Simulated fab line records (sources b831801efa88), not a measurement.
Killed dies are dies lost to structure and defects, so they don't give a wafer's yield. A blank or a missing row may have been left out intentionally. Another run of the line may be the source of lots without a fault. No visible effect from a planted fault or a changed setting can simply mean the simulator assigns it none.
Which of the tools did it? :: flow sfq line :: 45 wafers from 15 lots sampled at 2 of the route's 325 steps

## WHAT EACH GAUGE READ, for each wafer
SFQ_M0_RS_MEAS_904: measures by four-point-probe. Usual: for M0_NB_RS the level is 0.888 ohm/sq and the standard deviation is 0.0093.
lot: L701
measured: day 5 00:53
on: film metro-03
M0_NB_RS (ohm/sq): 0.873 0.896 0.883
flag: 

lot: L702
measured: day 5 09:19
on: film metro-02
M0_NB_RS (ohm/sq): 0.866 0.870 0.888
flag: 

lot: L703
measured: day 5 15:17
on: film metro-02
M0_NB_RS (ohm/sq): 0.900 0.874 0.897
flag: 

lot: L706
measured: day 6 08:51
on: film metro-03
M0_NB_RS (ohm/sq): 0.886 0.892 0.903
flag: 

lot: L708
measured: day 6 17:14
on: film metro-02
M0_NB_RS (ohm/sq): - - -
flag: OFF

lot: L709
measured: day 6 20:52
on: film metro-02
M0_NB_RS (ohm/sq): - - -
flag: OFF

lot: L710
measured: day 7 05:13
on: film metro-04
M0_NB_RS (ohm/sq): - - -
flag: OFF

lot: L711
measured: day 7 11:08
on: film metro-02
M0_NB_RS (ohm/sq): 0.895 0.871 0.877
flag: 

lot: L715
measured: day 8 02:39
on: film metro-03
M0_NB_RS (ohm/sq): 0.885 0.884 0.881
flag: 

lot: L718
measured: day 8 18:19
on: film metro-02
M0_NB_RS (ohm/sq): 0.891 0.888 0.896
flag: 

lot: L719
measured: day 9 00:21
on: film metro-04
M0_NB_RS (ohm/sq): 0.877 0.887 0.887
flag: 

lot: L720
measured: day 9 05:09
on: film metro-02
M0_NB_RS (ohm/sq): 0.881 0.878 0.894
flag: 

lot: L721
measured: day 9 09:57
on: film metro-03
M0_NB_RS (ohm/sq): 0.881 0.878 0.887
flag: 

lot: L722
measured: day 9 13:32
on: film metro-04
M0_NB_RS (ohm/sq): 0.918 0.913 0.900
flag: 

lot: L723
measured: day 9 18:20
on: film metro-02
M0_NB_RS (ohm/sq): 0.887 0.892 0.886
flag: 

## WHAT TOOL EACH LOT RAN ON (gives the tool, then ch and the chambers of the sampled wafers, and finally the start)
lot: L701
SFQ_TRILAYER_M0_DEP_SPUTTER_019: pvd sputter-05, day 5 00:47

lot: L702
SFQ_TRILAYER_M0_DEP_SPUTTER_019: pvd sputter-06, day 5 09:11

lot: L703
SFQ_TRILAYER_M0_DEP_SPUTTER_019: pvd sputter-06, day 5 15:11

lot: L706
SFQ_TRILAYER_M0_DEP_SPUTTER_019: pvd sputter-04, day 6 08:44

lot: L708
SFQ_TRILAYER_M0_DEP_SPUTTER_019: pvd sputter-05, day 6 17:08

lot: L709
SFQ_TRILAYER_M0_DEP_SPUTTER_019: pvd sputter-05, day 6 20:46

lot: L710
SFQ_TRILAYER_M0_DEP_SPUTTER_019: pvd sputter-05, day 7 05:08

lot: L711
SFQ_TRILAYER_M0_DEP_SPUTTER_019: pvd sputter-05, day 7 10:58

lot: L715
SFQ_TRILAYER_M0_DEP_SPUTTER_019: pvd sputter-05, day 8 02:32

lot: L718
SFQ_TRILAYER_M0_DEP_SPUTTER_019: pvd sputter-04, day 8 18:14

lot: L719
SFQ_TRILAYER_M0_DEP_SPUTTER_019: pvd sputter-05, day 9 00:14

lot: L720
SFQ_TRILAYER_M0_DEP_SPUTTER_019: pvd sputter-06, day 9 05:02

lot: L721
SFQ_TRILAYER_M0_DEP_SPUTTER_019: pvd sputter-05, day 9 09:50

lot: L722
SFQ_TRILAYER_M0_DEP_SPUTTER_019: pvd sputter-06, day 9 13:26

lot: L723
SFQ_TRILAYER_M0_DEP_SPUTTER_019: pvd sputter-05, day 9 18:14
- SFQ_TRILAYER_M0_DEP_SPUTTER_019: material Nb, target thk 200 nm, time 133.3 s.

## WHAT THE TOOLS THEMSELVES READ (means of the sampled wafers that have a number; where no wafer has one, the mark that the record gives instead)
SFQ_TRILAYER_M0_DEP_SPUTTER_019. Usual: base pressure pa 1.34e-06 Pa, standard deviation 7.9e-08; cathode dc power W 2000.0 W, standard deviation 0.4; throttle valve pct 29.0 %, standard deviation 1.
lot: L701
tool: pvd sputter-05
base pressure pa (Pa): 1.27e-06
cathode dc power W (W): 2000.3
throttle valve pct (%): 28.6
flag: 

lot: L702
tool: pvd sputter-06
base pressure pa (Pa): 1.35e-06
cathode dc power W (W): 1999.4
throttle valve pct (%): 29.6
flag: 

lot: L703
tool: pvd sputter-06
base pressure pa (Pa): 1.31e-06
cathode dc power W (W): 2000.4
throttle valve pct (%): 29.5
flag: 

lot: L706
tool: pvd sputter-04
base pressure pa (Pa): 1.36e-06
cathode dc power W (W): 1999.9
throttle valve pct (%): 29.7
flag: 

lot: L708
tool: pvd sputter-05
base pressure pa (Pa): -
cathode dc power W (W): -
throttle valve pct (%): -
flag: OFF

lot: L709
tool: pvd sputter-05
base pressure pa (Pa): -
cathode dc power W (W): -
throttle valve pct (%): -
flag: OFF

lot: L710
tool: pvd sputter-05
base pressure pa (Pa): -
cathode dc power W (W): -
throttle valve pct (%): -
flag: OFF

lot: L711
tool: pvd sputter-05
base pressure pa (Pa): 1.30e-06
cathode dc power W (W): 2000.3
throttle valve pct (%): 28.0
flag: 

lot: L715
tool: pvd sputter-05
base pressure pa (Pa): 1.31e-06
cathode dc power W (W): 1999.8
throttle valve pct (%): 28.0
flag: 

lot: L718
tool: pvd sputter-04
base pressure pa (Pa): 1.33e-06
cathode dc power W (W): 1999.8
throttle valve pct (%): 29.6
flag: 

lot: L719
tool: pvd sputter-05
base pressure pa (Pa): 1.33e-06
cathode dc power W (W): 1999.8
throttle valve pct (%): 28.4
flag: 

lot: L720
tool: pvd sputter-06
base pressure pa (Pa): 1.37e-06
cathode dc power W (W): 1999.7
throttle valve pct (%): 30.0
flag: 

lot: L721
tool: pvd sputter-05
base pressure pa (Pa): 1.36e-06
cathode dc power W (W): 2000.2
throttle valve pct (%): 28.4
flag: 

lot: L722
tool: pvd sputter-06
base pressure pa (Pa): 1.31e-06
cathode dc power W (W): 1999.9
throttle valve pct (%): 29.5
flag: 

lot: L723
tool: pvd sputter-05
base pressure pa (Pa): 1.39e-06
cathode dc power W (W): 1999.9
throttle valve pct (%): 28.1
flag: 

## THE ANSWER, worked out from the rows above alone
Rule: a lot is off if the mean of its wafers that have a number lies more than 3 standard deviations from the usual mean. A lot without any number at a reading at which 4 lots or more have one is off too. All remaining lots with rows at the step are treated as sound. After the gauges, taken in route order, come the tools' own readings; for these a lot's mean is taken, as printed above. The first step at which some lot is off is used, and at that step the reading that is off furthest; a lot without a number counts as furthest.
Off: at SFQ_M0_RS_MEAS_904 (M0_NB_RS), L708, L709, L710. Without a number there: L708, L709, L710.
A tool fits if, at a process step before that reading, it ran every lot that is off, and no sound lot after the first of them. The gauges at SFQ_M0_RS_MEAS_904 aren't tried: what is off there is off at SFQ_TRILAYER_M0_DEP_SPUTTER_019 too, on other tools, and a gauge's error can't cause that. None of those tried fits.

## WHAT HAD BEEN PUT IN BY THE SIMULATOR
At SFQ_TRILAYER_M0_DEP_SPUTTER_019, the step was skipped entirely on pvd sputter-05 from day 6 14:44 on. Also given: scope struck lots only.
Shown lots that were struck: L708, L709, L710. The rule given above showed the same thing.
